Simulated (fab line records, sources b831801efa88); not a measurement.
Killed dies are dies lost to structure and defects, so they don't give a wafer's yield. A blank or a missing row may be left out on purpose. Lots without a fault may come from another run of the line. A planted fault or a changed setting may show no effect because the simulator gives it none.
fab line records | flow sky130
record lots=7 wafers=21 last_day=50
route steps=708 shown METAL2@495 VIA2@507 PAD_OPEN@708
lots that met no fault: from a run of the same line without faults
start_h: hours from the record's first day to the start of the lot's first wafer shown | wait_h: hours since the lot's step before | " the same as in the row above | L1.1+2: a row that stands for several wafers | - no value, or no start given | * or withheld: withheld | < > ~ a bound
route shown NAME@n: a module of which the file shows steps, and the number in the route of the first | usual: mean/standard deviation of fault-free wafers | same: alike in all rows | chamber/n: place in a boat | sites: the reading at each site | _std_site: their standard deviation | _edge_site: outer sites' mean less inner sites' | radius_mm: how far each site lies from the wafer's centre | mask NAME#n: copy n | behind: the tool/chamber that last shaped the wafer | hold: why the lot was held/for how many hours/how that ended | device: the transistor (n, p or np) that didn't switch | end of line: the same wafers' tests at the end of the route | a step without rows: its recipe alone | killed: dies lost to structure and defects at the first sort, not the wafer's yield | map: a wafer's dies, x killed, . not, _ none there
set.NAME: the setting as run; set.NAME@STEP: as run at that earlier step | model.NAME: the simulator's own value behind a step, which no gauge read
lots at some steps of the route; a table a step, a row a wafer
services: from which hour (start_h, from the record's first day; less than 0 if before it) a tool's chamber was out of use, for how many hours, and why
## steps
# step SKY_METAL2_EXPOSE_12
# recipe mask_id=MM2 na=0.8 source_shape=annular sigma_inner=0.55 sigma_outer=0.85 target_cd_nm=140 dose_mj=28
# step SKY_METAL2_PEB_13
# recipe peb_temp_c=withheld peb_time_s=withheld resist=KrF-thick
# step SKY_METAL2_DEVELOP_14
# recipe develop_time_s=60 resist=KrF-thick dev_temp_c=21
# step SKY_METAL2_CD_MEAS_15
# recipe target_cd_nm=140
# usual cd_nm=140.0/1.6
# columns lot.wafer tool chamber start_h wait_h cd_nm
L439.1 cd_sem-01 - 827.19 - 137.6
L439.3 " - " " 136.3
L439.6 " - " " 138.2
L440.1 cd_sem-01 - 834.04 - 140.3
L440.2 " - " " 142.9
L440.4 " - " " 140.1
L448.1 cd_sem-02 - 902.59 - 139.8
L448.4 " - " " 141.3
L448.5 " - " " 141.3
L450.2 cd_sem-02 - 912.52 - 141.1
L450.3 " - " " 141.2
L450.6 " - " " 141.5
L451.1 cd_sem-01 - 916.28 - 140.7
L451.4 " - " " 139.9
L451.5 " - " " 141.3
L455.3 cd_sem-01 - 952.42 - 137.9
L455.5 " - " " 138.7
L455.6 " - " " 138.1
L460.4 cd_sem-02 - 971.66 - 140.6
L460.5 " - " " 140.2
L460.6 " - " " 140.1
# step SKY_METAL2_OVL_MEAS_16
# usual METAL2_OVL=2/5.7
# columns lot.wafer tool chamber start_h wait_h METAL2_OVL[nm]
L439.1 overlay-02 - 827.31 0.1 7
L439.3 " - " " 13
L439.6 " - " " 11
L440.1 overlay-02 - 834.16 0.1 14
L440.2 " - " " 8
L440.4 " - " " 9
L448.1 overlay-01 - 902.71 0.1 6
L448.4 " - " " -1
L448.5 " - " " 5
L450.2 overlay-01 - 912.63 0.1 1
L450.3 " - " " -4
L450.6 " - " " -11
L451.1 overlay-01 - 916.40 0.1 -6
L451.4 " - " " -8
L451.5 " - " " -1
L455.3 overlay-02 - 952.51 0.1 13
L455.5 " - " " 2
L455.6 " - " " 12
L460.4 overlay-02 - 971.74 0.1 0
L460.5 " - " " 1
L460.6 " - " " 1
# step SKY_METAL2_DESCUM_17
# recipe chemistry=O2 source_power_w=150 bias_power_w=0 pressure_mtorr=10 temp_c=40 time_s=8
# usual drypump_motor_current_A=6.2/0.36 oes_product_au=0.999/0.0078
# columns lot.wafer tool chamber start_h wait_h drypump_motor_current_A oes_product_au rf_hours_counter_h
L439.1 rie_metal-04 1 827.35 0.0 5.7 1.001 0
L439.3 " 0 " " 6.3 0.997 -
L439.6 " 1 " " 5.7 1.005 -
L440.1 rie_metal-02 1 834.20 0.0 6.1 0.994 3
L440.2 " 0 " " 5.6 1.002 5
L440.4 " 1 " " 6.1 0.996 -
L448.1 rie_metal-02 0 902.75 0.0 5.6 1.006 7
L448.4 " 1 " " 6.2 0.990 -
L448.5 " 0 " " 5.6 1.001 -
L450.2 rie_metal-02 1 912.66 0.0 6.1 0.993 6
L450.3 " 0 " " 5.6 0.991 -
L450.6 " 0 " " 5.6 1.002 -
L451.1 rie_metal-04 1 916.43 0.0 5.7 0.993 4
L451.4 " 1 " " 5.7 1.000 -
L451.5 " 0 " " 6.3 1.007 -
L455.3 rie_metal-01 1 952.55 0.0 6.6 1.000 -
L455.5 " 1 " " 6.6 0.993 -
L455.6 " 0 " " 6.1 0.996 -
L460.4 rie_metal-01 0 971.77 0.0 6.1 0.987 -
L460.5 " 1 " " 6.6 0.993 -
L460.6 " 0 " " 6.1 0.998 -
# step SKY_METAL2_ETCH_18
# recipe chemistry=N2/H2 target=BARC ion_energy_ev=200 bias_w=100 pressure_mtorr=30 n2_flow_sccm=100 h2_flow_sccm=200 icp_w=500 stop_on=SiO2 time_s=45.9 target_depth_a=600
# usual drypump_motor_current_A=6.2/0.36 oes_product_au=0.855/0.0051 throttle_valve_pct=13.225/0.0093
# columns lot.wafer tool chamber start_h wait_h drypump_motor_current_A oes_product_au rf_hours_counter_h throttle_valve_pct
L439.1 rie_metal-04 1 827.38 0.0 5.7 0.858 0 13.234
L439.3 " 0 " " 6.3 0.852 - 13.219
L439.6 " 1 " " 5.7 0.847 - 13.230
L440.1 rie_metal-02 1 834.23 0.0 6.1 0.855 3 13.215
L440.2 " 0 " " 5.6 0.852 5 13.216
L440.4 " 1 " " 6.1 0.851 - 13.211
L448.1 rie_metal-02 0 902.78 0.0 5.6 0.860 7 13.221
L448.4 " 1 " " 6.2 0.857 - 13.216
L448.5 " 0 " " 5.5 0.852 - 13.229
L450.2 rie_metal-02 1 912.69 0.0 6.1 0.850 6 13.235
L450.3 " 0 " " 5.5 0.855 - 13.224
L450.6 " 0 " " 5.5 0.863 - 13.226
L451.1 rie_metal-04 1 916.47 0.0 5.7 0.853 4 13.219
L451.4 " 1 " " 5.7 0.858 - 13.228
L451.5 " 0 " " 6.4 0.861 - 13.236
L455.3 rie_metal-01 1 952.59 0.0 6.6 0.851 - 13.230
L455.5 " 1 " " 6.6 0.850 - 13.236
L455.6 " 0 " " 6.1 0.850 - 13.216
L460.4 rie_metal-01 0 971.81 0.0 6.1 0.853 - 13.219
L460.5 " 1 " " 6.6 0.855 - 13.227
L460.6 " 0 " " 6.1 0.848 - 13.222
# step SKY_METAL2_METAL_ETCH_19
# recipe target_depth_a=3600 stop_on=SiO2 over_etch_frac=0.3 time_s=78 chemistry=Cl2/BCl3 resist_sidewall_deg=88 pressure_mtorr=10 icp_w=900 bias_w=48.5 Cl2_flow_sccm=60 bcl3_flow_sccm=30
# usual drypump_motor_current_A=6.2/0.36 oes_product_au=0.856/0.0051 throttle_valve_pct=22.266/0.0099
# same over_etch_frac=0.3
# columns lot.wafer tool chamber start_h wait_h drypump_motor_current_A oes_product_au rf_hours_counter_h throttle_valve_pct
L439.1 rie_metal-04 1 827.44 0.0 5.7 0.845 0 22.251
L439.3 " 0 " " 6.3 0.848 - 22.281
L439.6 " 1 " " 5.7 0.853 - 22.258
L440.1 rie_metal-02 1 834.29 0.0 6.1 0.856 3 22.275
L440.2 " 0 " " 5.6 0.847 5 22.276
L440.4 " 1 " " 6.1 0.850 - 22.276
L448.1 rie_metal-02 0 902.84 0.0 5.6 0.851 8 22.245
L448.4 " 1 " " 6.1 0.857 - 22.268
L448.5 " 0 " " 5.6 0.856 - 22.267
L450.2 rie_metal-02 1 912.75 0.0 6.2 0.860 6 22.271
L450.3 " 0 " " 5.6 0.847 - 22.261
L450.6 " 0 " " 5.6 0.855 - 22.263
L451.1 rie_metal-04 1 916.53 0.0 5.7 0.861 4 22.264
L451.4 " 1 " " 5.8 0.865 - 22.260
L451.5 " 0 " " 6.3 0.854 - 22.279
L455.3 rie_metal-01 1 952.66 0.1 6.6 0.856 - 22.280
L455.5 " 1 " " 6.6 0.855 - 22.271
L455.6 " 0 " " 6.1 0.852 - 22.263
L460.4 rie_metal-01 0 971.88 0.1 6.2 0.855 - 22.266
L460.5 " 1 " " 6.6 0.854 - 22.262
L460.6 " 0 " " 6.1 0.863 - 22.266
# step SKY_METAL2_STRIP_20
# recipe chemistry=O2/N2 power_w=1400 pressure_mtorr=1500 platen_temp_c=withheld o2_flow_sccm=3000 n2_flow_sccm=300 overash_fraction=0.5
# usual drypump_motor_current_A=5.9/0.47 oes_product_au=0.343/0.0046 strip_time_to_endpoint_s=2.70/0.033
# columns lot.wafer tool chamber start_h wait_h drypump_motor_current_A oes_product_au rf_hours_counter_h strip_time_to_endpoint_s
L439.1 plasma_asher-01 0 827.53 0.1 6.7 0.351 11 2.68
L439.3 " 1 " " 5.8 0.339 - 2.67
L439.6 " 1 " " 5.7 0.345 - 2.67
L440.1 plasma_asher-03 0 834.38 0.1 6.1 0.340 75 2.66
L440.2 " 1 " " 5.5 0.343 75 2.70
L440.4 " 1 " " 5.5 0.342 - 2.68
L448.1 plasma_asher-01 1 902.93 0.1 5.7 0.328 18 2.65
L448.4 " 0 " " 6.7 0.348 - 2.69
L448.5 " 0 " " 6.8 0.336 - 2.65
L450.2 plasma_asher-02 1 912.84 0.1 6.2 0.346 115 2.73
L450.3 " 0 " " 5.4 0.339 - 2.70
L450.6 " 0 " " 5.4 0.338 - 2.67
L451.1 plasma_asher-01 0 916.62 0.1 6.7 0.340 19 2.69
L451.4 " 0 " " 6.7 0.343 - 2.70
L451.5 " 0 " " 6.7 0.349 - 2.69
L455.3 plasma_asher-02 1 952.75 0.1 6.2 0.342 - 2.74
L455.5 " 0 " " 5.4 0.349 - 2.67
L455.6 " 1 " " 6.2 0.340 - 2.71
L460.4 plasma_asher-02 0 971.98 0.1 5.4 0.342 - 2.76
L460.5 " 1 " " 6.2 0.348 - 2.77
L460.6 " 0 " " 5.4 0.350 - 2.76
# step SKY_METAL2_STRIP_21
# recipe chemistry=post_etch_residue_remover time_s=1200 temp_c=72.5
# step SKY_METAL2_CLEAN_22
# recipe chemistry=IPA time_s=180 temp_c=25
# step SKY_METAL2_CLEAN_23
# recipe chemistry=O3/DIW dry=n2_spin
# step SKY_VIA2_HDPCVD_00
# recipe material=SiO2 target_thk_nm=1180 sigma_open_frac=0.3 time_s=196.7 temp_c=400 sih4_flow_sccm=60 pressure_mtorr=6
# columns lot.wafer tool chamber start_h wait_h
L439.1+3+6 hdpcvd-01 1,0,1 828.12 0.0
L440.1+2+4 hdpcvd-01 2,0,1 834.97 0.0
L448.1+4+5 hdpcvd-02 0,2,0 903.92 0.0
L448.1+4+5 hdpcvd-02 0,2,0 904.22 0.2
L450.2+3+6 hdpcvd-01 2,1,2 913.50 0.0
L450.2+3+6 hdpcvd-01 2,1,2 913.80 0.2
L451.1+4+5 hdpcvd-02 0 917.30 0.0
L455.3+5+6 hdpcvd-02 2,0,2 953.32 0.0
L455.3+5+6 hdpcvd-02 2,0,2 953.61 0.2
L460.4+5+6 hdpcvd-01 2,1,0 973.03 0.1
# step SKY_VIA2_THK_MEAS_01
# recipe reads=SiO2_of_VIA2_HDPCVD_00
# usual VIA2_HDPCVD_THK=1182/11
# columns lot.wafer tool chamber start_h wait_h VIA2_HDPCVD_THK[nm]
L439.1 film_metro-03 - 828.25 0.1 1185
L439.3 " - " " 1176
L439.6 " - " " 1181
L440.1 film_metro-01 - 835.10 0.1 1211
L440.2 " - " " 1198
L440.4 " - " " 1194
L448.1 film_metro-01 - 904.34 0.1 2367
L448.4 " - " " 2350
L448.5 " - " " 2354
L450.2 film_metro-02 - 913.93 0.1 2342
L450.3 " - " " 2375
L450.6 " - " " 2359
L451.1 film_metro-03 - 917.49 0.1 1167
L451.4 " - " " 1169
L451.5 " - " " 1158
L455.3 film_metro-01 - 953.76 0.1 2394
L455.5 " - " " 2387
L455.6 " - " " 2394
L460.4 film_metro-01 - 973.12 0.0 1191
L460.5 " - " " 1194
L460.6 " - " " 1192
# step SKY_VIA2_CMP_02
# recipe material=SiO2 down_force_psi=4 platen_rpm=60 pad_velocity_m_s=0.94248
# usual motor_current_A=11.4/1.5 slurry_filter_dp_kPa=13.53/0.14
# columns lot.wafer tool chamber start_h wait_h motor_current_A slurry_filter_dp_kPa
L439.3 cmp-02 0 828.31 0.0 9.2 13.34
L439.1 " 2 " " 13.3 13.51
L439.6 " 1 " " 11.9 13.62
L440.2 cmp-01 2 835.16 0.0 12.8 13.56
L440.4 " 0 " " 9.7 13.57
L440.1 " 1 " " 12.0 13.39
L448.4 cmp-02 2 904.45 0.1 13.5 13.47
L448.1 " 0 " " 9.4 13.39
L448.5 " 2 " " 13.6 13.55
L450.3 cmp-02 1 913.98 0.0 12.0 13.40
L450.2 " 0 " " 9.2 13.81
L450.6 " 2 " " 13.8 13.55
L451.1 cmp-02 0 917.74 0.2 8.6 13.55
L451.4 " 2 " " 13.1 14.02
L451.5 " 1 " " 11.9 13.35
L455.3 cmp-02 3 953.80 0.0 11.8 13.57
L455.5 " 3 " " 11.5 13.43
L455.6 " 0 " " 8.9 13.39
L460.4 cmp-01 0 973.20 0.1 9.7 13.67
L460.6 " 3 " " 10.6 13.30
L460.5 " 0 " " 9.4 13.41
# step SKY_PAD_OPEN_PROBE_99
# usual defect_limited_yield=82.2/1.9 killed_at_M0_to_M3=44/6.6 killed_at_M4_up=3.4/1.9 killed_at_contacts=25/5.6 killed_at_front_end=15/4.6 killed_at_other=0.3/0.6 killed_dies=88/9.5 killed_open=47/7.1 killed_short=40/6.4 sort_bin_3_pad_short=1.0/0.47 sort_bin_5_function=10.4/1.4 sort_bin_6_memory=6.4/1.1 sort_n_pass=404/9.5 sort_yield_pct=82.2/1.9
# same gross_dies=492 killed_at_back_side=0 sort_bin_4_leakage[%]=0 sort_bin_8_speed[%]=0
# columns lot.wafer tool chamber start_h wait_h defect_limited_yield[%] killed_at_M0_to_M3 killed_at_M4_up killed_at_contacts killed_at_front_end killed_at_other killed_dies killed_open killed_short sort_bin_3_pad_short[%] sort_bin_5_function[%] sort_bin_6_memory[%] sort_n_pass sort_yield_pct[%]
L448.1 prober-02 - 1137.41 0.1 81.3 49 7 23 13 0 92 41 50 1.2 10.6 6.9 400 81.3
L450.3 prober-02 - 1148.92 0.2 84.8 41 7 15 12 0 75 39 36 0.6 10.6 4.1 417 84.8
L450.6 prober-02 - 1149.07 0.2 81.5 44 2 28 17 0 91 54 37 0.8 10.8 6.9 401 81.5
L455.3 prober-01 - 1175.86 0.2 81.9 49 7 24 9 0 89 42 47 1.2 10.8 6.1 403 81.9
L455.5 prober-01 - 1175.96 0.2 82.3 47 3 15 19 3 87 36 49 1.6 8.7 7.3 405 82.3
L455.6 prober-01 - 1176.01 0.2 80.7 41 6 24 24 0 95 44 51 1.0 12.6 5.7 397 80.7
# killed by level:class
L448.1 VIA1:geometric_particle:open=14 VIA1:geometric_particle:short=8 CONTACT:geometric_particle:open=7 POLY_GATE:geometric_particle:short=6 METAL2:geometric_particle:short=5 LOCAL_INTERCONNECT:geometric_particle:short=5 CONTACT:geometric_particle:short=5 METAL1:geometric_particle:short=5
L450.3 VIA2:geometric_particle:open=6 VIA3:geometric_particle:open=6 LI_CONTACT:geometric_particle:open=5 CONTACT:geometric_particle:open=5 VIA1:geometric_particle:open=5 METAL2:geometric_particle:short=5 VIA2:geometric_particle:short=5 METAL3:geometric_particle:short=5
L450.6 VIA1:geometric_particle:open=13 LI_CONTACT:geometric_particle:open=12 METAL1:geometric_particle:short=8 FIELD_ISO:geometric_particle:open=7 FIELD_ISO:geometric_particle:short=6 CONTACT:geometric_particle:open=6 VIA2:geometric_particle:open=6 CONTACT:geometric_particle:short=5
L455.3 CONTACT:geometric_particle:open=9 METAL1:geometric_particle:short=8 VIA1:geometric_particle:open=8 METAL4:geometric_particle:short=7 VIA3:geometric_particle:open=7 VIA2:geometric_particle:open=6 VIA1:geometric_particle:short=5 METAL2:geometric_particle:short=5
L455.5 METAL2:geometric_particle:short=8 VIA3:geometric_particle:open=7 METAL1:geometric_particle:short=7 POLY_GATE:geometric_particle:short=6 LI_CONTACT:geometric_particle:open=5 VIA1:geometric_particle:open=5 VIA2:geometric_particle:open=5 VIA1:geometric_particle:short=4
L455.6 CONTACT:geometric_particle:open=10 VIA3:geometric_particle:open=8 FIELD_ISO:geometric_particle:short=6 POLY_CUT:geometric_particle:short=5 METAL1:geometric_particle:short=5 FIELD_ISO:geometric_particle:open=4 VIA2:geometric_particle:short=4 LI_CONTACT:geometric_particle:short=4
## services
# columns tool chamber start_h hours kind
cmp-01 - 804.65 0.5 repair
rie_metal-04 - 805.07 0.4 repair
cmp-01 - 809.70 0.7 repair
cmp-01 - 810.38 6.3 pm
cmp-02 - 820.30 1.1 repair
cmp-01 - 825.64 0.5 repair
plasma_asher-01 - 827.69 14.6 pm
cmp-02 - 829.77 7.2 repair
cmp-02 - 866.59 2.9 repair
rie_metal-01 0 891.67 41.1 repair
cmp-01 - 895.45 2.0 repair
cmp-01 - 902.48 10.3 repair
cmp-01 - 912.76 4.0 pm
hdpcvd-02 2 915.69 8.8 repair
cmp-01 - 916.08 2.1 repair
plasma_asher-01 - 927.09 2.5 repair
plasma_asher-02 - 931.11 8.5 repair
rie_metal-01 0 932.75 - clean
rie_metal-01 0 932.75 16.9 scheduled_down
rie_metal-01 0 932.75 16.9 vent_cycle
hdpcvd-01 - 950.25 15.0 pm
hdpcvd-01 0 950.25 15.0 vent_cycle
hdpcvd-01 1 950.25 15.0 vent_cycle
hdpcvd-01 2 950.25 15.0 vent_cycle
## key
first_sign step=SKY_VIA2_HDPCVD_00 reading=visit direction=added
effect step=SKY_VIA2_THK_MEAS_01 reading=VIA2_HDPCVD_THK direction=up sigmas=99+ usual=1182 struck=2369
met_at SKY_VIA2_HDPCVD_00
struck_wafers L448.1,L448.4,L448.5,L450.2,L450.3,L450.6,L455.3,L455.5,L455.6
fault kind=repeated_step_whole tool=hdpcvd-01,hdpcvd-02 chamber=- onset_h=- steps=SKY_VIA2_HDPCVD_00 times=1 scope=struck_lots_only
